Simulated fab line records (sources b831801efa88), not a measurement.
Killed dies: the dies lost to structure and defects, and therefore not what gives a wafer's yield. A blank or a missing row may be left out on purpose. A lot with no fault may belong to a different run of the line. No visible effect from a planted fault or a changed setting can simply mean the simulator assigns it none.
The tool behind it: which one? / flow sky130 / 27 wafers from 9 lots sampled at 5 of the route's 708 steps

## WHAT THE GAUGES READ, wafer by wafer
SKY_VT_ADJUST_NCORE_CD_MEAS_07 targets a cd of 380 nm. Usual: cd nm reads 380.1 nm (standard deviation 2.6).
lot=L601; measured=day 8 10:23; on=cd sem-02; cd nm (nm)=375.9 375.7 377.3; flag=
lot=L602; measured=day 8 23:21; on=cd sem-01; cd nm (nm)=377.8 380.0 378.4; flag=
lot=L603; measured=day 9 02:50; on=cd sem-02; cd nm (nm)=380.6 378.5 380.0; flag=
lot=L604; measured=day 9 10:34; on=cd sem-02; cd nm (nm)=380.7 380.4 380.2; flag=
lot=L605; measured=day 9 14:44; on=cd sem-01; cd nm (nm)=378.5 378.2 379.5; flag=
lot=L607; measured=day 10 08:42; on=cd sem-02; cd nm (nm)=383.5 381.7 383.3; flag=
lot=L606; measured=day 10 09:55; on=cd sem-01; cd nm (nm)=378.7 377.3 376.5; flag=
lot=L608; measured=day 10 17:37; on=cd sem-01; cd nm (nm)=379.6 382.5 381.7; flag=
lot=L609; measured=day 10 22:41; on=cd sem-02; cd nm (nm)=376.2 379.3 378.0; flag=

SKY_VT_ADJUST_PCH_TW_MEAS_10. Usual: for VT_ADJUST_PCH_TW the level is 142.5 and the standard deviation is 0.91.
lot=L601; measured=day 10 03:23; on=film metro-01; VT_ADJUST_PCH_TW=141.9 142.5 142.5; flag=
lot=L602; measured=day 10 18:44; on=film metro-02; VT_ADJUST_PCH_TW=143.4 144.1 143.5; flag=
lot=L603; measured=day 10 22:14; on=film metro-04; VT_ADJUST_PCH_TW=141.6 142.2 142.2; flag=
lot=L604; measured=day 11 07:13; on=film metro-04; VT_ADJUST_PCH_TW=142.4 143.0 143.1; flag=
lot=L605; measured=day 11 12:10; on=film metro-02; VT_ADJUST_PCH_TW=143.5 143.2 143.6; flag=
lot=L607; measured=day 12 07:27; on=film metro-04; VT_ADJUST_PCH_TW=141.3 141.9 142.2; flag=
lot=L606; measured=day 12 08:51; on=film metro-04; VT_ADJUST_PCH_TW=141.4 141.7 141.3; flag=
lot=L608; measured=day 12 17:07; on=film metro-01; VT_ADJUST_PCH_TW=143.4 141.8 143.9; flag=
lot=L609; measured=day 12 23:49; on=film metro-01; VT_ADJUST_PCH_TW=143.6 143.5 143.3; flag=

SKY_SONOS_TUNNEL_TW_MEAS_12. Usual: for SONOS_TUNNEL_TW the level is 197.3 and the standard deviation is 1.3.
lot=L601; measured=day 11 02:51; on=film metro-04; SONOS_TUNNEL_TW=196.4 197.3 198.0; flag=
lot=L602; measured=day 11 18:33; on=film metro-04; SONOS_TUNNEL_TW=195.5 197.4 196.7; flag=
lot=L603; measured=day 11 20:57; on=film metro-02; SONOS_TUNNEL_TW=199.4 198.8 200.2; flag=
lot=L604; measured=day 12 07:42; on=film metro-02; SONOS_TUNNEL_TW=198.5 199.0 198.7; flag=
lot=L605; measured=day 12 12:46; on=film metro-03; SONOS_TUNNEL_TW=197.6 199.1 199.2; flag=
lot=L607; measured=day 13 09:38; on=film metro-03; SONOS_TUNNEL_TW=294.6 295.3 295.4; flag=OFF
lot=L606; measured=day 13 10:49; on=film metro-02; SONOS_TUNNEL_TW=298.2 297.1 296.9; flag=OFF
lot=L608; measured=day 13 19:25; on=film metro-03; SONOS_TUNNEL_TW=296.3 295.1 295.0; flag=OFF
lot=L609; measured=day 14 01:50; on=film metro-03; SONOS_TUNNEL_TW=295.7 295.7 295.5; flag=OFF

SKY_SONOS_ONO_THK_MEAS_01. Usual: for SONOS_ONO_OXIDATION_THK the level is 2.56 nm and the standard deviation is 0.051.
lot=L601; measured=day 11 05:00; on=film metro-03; SONOS_ONO_OXIDATION_THK (nm)=2.52 2.62 2.60; flag=
lot=L602; measured=day 11 19:58; on=film metro-03; SONOS_ONO_OXIDATION_THK (nm)=2.54 2.53 2.57; flag=
lot=L603; measured=day 11 22:59; on=film metro-03; SONOS_ONO_OXIDATION_THK (nm)=2.52 2.45 2.43; flag=
lot=L604; measured=day 12 09:57; on=film metro-02; SONOS_ONO_OXIDATION_THK (nm)=2.62 2.48 2.54; flag=
lot=L605; measured=day 12 14:11; on=film metro-02; SONOS_ONO_OXIDATION_THK (nm)=2.54 2.56 2.53; flag=
lot=L607; measured=day 13 11:22; on=film metro-02; SONOS_ONO_OXIDATION_THK (nm)=2.57 2.59 2.59; flag=
lot=L606; measured=day 13 12:35; on=film metro-03; SONOS_ONO_OXIDATION_THK (nm)=2.57 2.57 2.52; flag=
lot=L608; measured=day 13 22:18; on=film metro-01; SONOS_ONO_OXIDATION_THK (nm)=2.61 2.65 2.61; flag=
lot=L609; measured=day 14 03:55; on=film metro-01; SONOS_ONO_OXIDATION_THK (nm)=2.51 2.53 2.57; flag=

## TOOL THAT RAN EACH LOT (tool first, then ch and the chambers of the sampled wafers, then the start)
lot=L601; SKY_SONOS_TUNNEL_IMPLANT_09=implanter-02 ch 0, day 11 02:26
lot=L602; SKY_SONOS_TUNNEL_IMPLANT_09=implanter-01 ch 0, day 11 18:10
lot=L603; SKY_SONOS_TUNNEL_IMPLANT_09=implanter-02 ch 0, day 11 20:32
lot=L604; SKY_SONOS_TUNNEL_IMPLANT_09=implanter-04 ch 0, day 12 07:16
lot=L605; SKY_SONOS_TUNNEL_IMPLANT_09=implanter-04 ch 0, day 12 12:22
lot=L607; SKY_SONOS_TUNNEL_IMPLANT_09=implanter-02 ch 0, day 13 09:13
lot=L606; SKY_SONOS_TUNNEL_IMPLANT_09=implanter-02 ch 0, day 13 10:23
lot=L608; SKY_SONOS_TUNNEL_IMPLANT_09=implanter-02 ch 0, day 13 18:59
lot=L609; SKY_SONOS_TUNNEL_IMPLANT_09=implanter-02 ch 0, day 14 01:16
- SKY_SONOS_TUNNEL_IMPLANT_09

## WHAT THE TOOLS THEMSELVES READ (means of the sampled wafers that have a number; where no wafer has one, the mark that the record gives instead)
SKY_SONOS_TUNNEL_IMPLANT_09. Usual: dose ions cm2 1.0001e+12, standard deviation 1e+09; faraday current uA 5.64, standard deviation 0.11.
lot=L601; tool=implanter-02; dose ions cm2=9.9963e+11; faraday current uA=5.66; flag=
lot=L602; tool=implanter-01; dose ions cm2=1.0009e+12; faraday current uA=5.74; flag=
lot=L603; tool=implanter-02; dose ions cm2=1.0007e+12; faraday current uA=5.63; flag=
lot=L604; tool=implanter-04; dose ions cm2=9.9863e+11; faraday current uA=5.53; flag=
lot=L605; tool=implanter-04; dose ions cm2=1.0010e+12; faraday current uA=5.73; flag=
lot=L607; tool=implanter-02; dose ions cm2=1.0003e+12; faraday current uA=5.71; flag=
lot=L606; tool=implanter-02; dose ions cm2=1.0016e+12; faraday current uA=5.66; flag=
lot=L608; tool=implanter-02; dose ions cm2=1.0000e+12; faraday current uA=5.61; flag=
lot=L609; tool=implanter-02; dose ions cm2=1.0006e+12; faraday current uA=5.64; flag=

## THE ANSWER, worked out from the rows above alone
Rule: a lot is off if the mean of its wafers that have a number lies more than 3 standard deviations from the usual mean. A lot without any number at a reading at which 4 lots or more have one is off too. Any other lot the step has rows for is counted as sound. First the gauges in route order, then the tools' own readings, where a lot's mean is used as printed above. The first step at which some lot is off is used, and at that step the reading that is off furthest; a lot without a number counts as furthest.
Off: L607, L606, L608, L609, seen at SKY_SONOS_TUNNEL_TW_MEAS_12 (SONOS_TUNNEL_TW).
A tool fits if, at a process step before that reading, it ran every lot that is off, and no sound lot after the first of them. Those tools and the gauges at SKY_SONOS_TUNNEL_TW_MEAS_12 are tried in the same way. One candidate fits, namely implanter-02 at SKY_SONOS_TUNNEL_IMPLANT_09. Its last sound lot is L603 (day 11 20:32), its first lot that is off L607 (day 13 09:13): a fault that began between those two fits.

## WHAT THE SIMULATOR HAD PUT IN
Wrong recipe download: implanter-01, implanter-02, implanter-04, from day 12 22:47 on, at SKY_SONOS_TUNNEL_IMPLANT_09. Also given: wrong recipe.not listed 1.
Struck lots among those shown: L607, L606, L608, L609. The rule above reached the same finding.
